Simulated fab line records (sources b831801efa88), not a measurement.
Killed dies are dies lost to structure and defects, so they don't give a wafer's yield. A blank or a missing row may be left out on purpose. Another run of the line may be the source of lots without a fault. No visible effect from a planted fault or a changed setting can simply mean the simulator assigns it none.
Which tool was responsible?	flow sky130	33 wafers from 11 lots sampled at 3 of the route's 708 steps

## WHAT EACH GAUGE READ, for each wafer
SKY_CAPM_OVL_MEAS_12.
lot	measured	on	CAPM_OVL (nm)
L859	day 37 03:19	overlay-01	-1.4 1.0 -0.4
L864	day 39 06:35	overlay-02	1.8 0.9 0.6
L867	day 40 02:11	overlay-01	-1.8 -2.1 -0.4
L868	day 40 11:56	overlay-02	0.2 0.6 3.0
L869	day 40 18:27	overlay-01	-1.6 -1.5 -0.6
L874	day 42 01:16	overlay-01	-1.3 0.1 -2.0
L875	day 42 01:35	overlay-01	0.7 4.0 0.8
L872	day 42 06:47	overlay-02	1.6 0.7 2.3
L876	day 42 09:08	overlay-02	1.6 1.3 1.5
L879	day 43 09:59	overlay-01	-0.8 -1.3 -0.5
L882	day 43 23:05	overlay-01	1.4 1.6 0.3

## TOOL THAT RAN EACH LOT (tool first, then ch and the chambers of the sampled wafers, then the start)
lot	SKY_VIA2_CVD_21	SKY_METAL3_SPUTTER_02
L859	cvdW-02 ch 0,1, day 36 00:11	pvdSputter-02, day 36 00:51
L864	cvdW-02 ch 0,1, day 38 04:02	pvdSputter-01, day 38 05:04
L867	cvdW-01 ch 0,1, day 39 00:38	pvdSputter-04, day 39 01:17
L868	cvdW-02 ch 0,1, day 39 10:07	pvdSputter-02, day 39 10:47
L869	cvdW-02 ch 0,1, day 39 17:43	pvdSputter-02, day 39 18:19
L874	cvdW-02 ch 0,1, day 41 00:53	pvdSputter-02, day 41 01:32
L875	cvdW-01 ch 0,1, day 41 01:14	pvdSputter-04, day 41 01:54
L872	cvdW-02 ch 0,1, day 41 06:14	pvdSputter-02, day 41 06:54
L876	cvdW-01 ch 0,1, day 41 09:08	pvdSputter-02, day 41 09:47
L879	cvdW-01 ch 0, day 42 10:26	pvdSputter-04, day 42 11:06
L882	cvdW-02 ch 0,1, day 42 22:52	pvdSputter-01, day 42 23:32
- SKY_VIA2_CVD_21: deposits W, target thk 420 nm, time 126.4 s.
- SKY_METAL3_SPUTTER_02: material AlCu, target thk 735 nm, time 39.1 s.

## THE ANSWER, worked out from the rows above alone
Rule: usual is defined by the lots themselves. Put in order of their means at a reading, lots are off if they are a third of the lots or fewer, leave a main group of 4 or more, and stand apart from it by a gap of 3 or more times the standard deviation of the main group's means; of several such gaps the widest counts. The tables above print the reading to a certain number of digits; a main group whose means all agree to those digits is not used. A lot without any number at a reading at which 4 lots or more have one is off too. The other lots that the step has rows for count as sound.
No lot is off at any reading shown: from this, nothing can be told.

## WHAT WAS PUT IN BY THE SIMULATOR
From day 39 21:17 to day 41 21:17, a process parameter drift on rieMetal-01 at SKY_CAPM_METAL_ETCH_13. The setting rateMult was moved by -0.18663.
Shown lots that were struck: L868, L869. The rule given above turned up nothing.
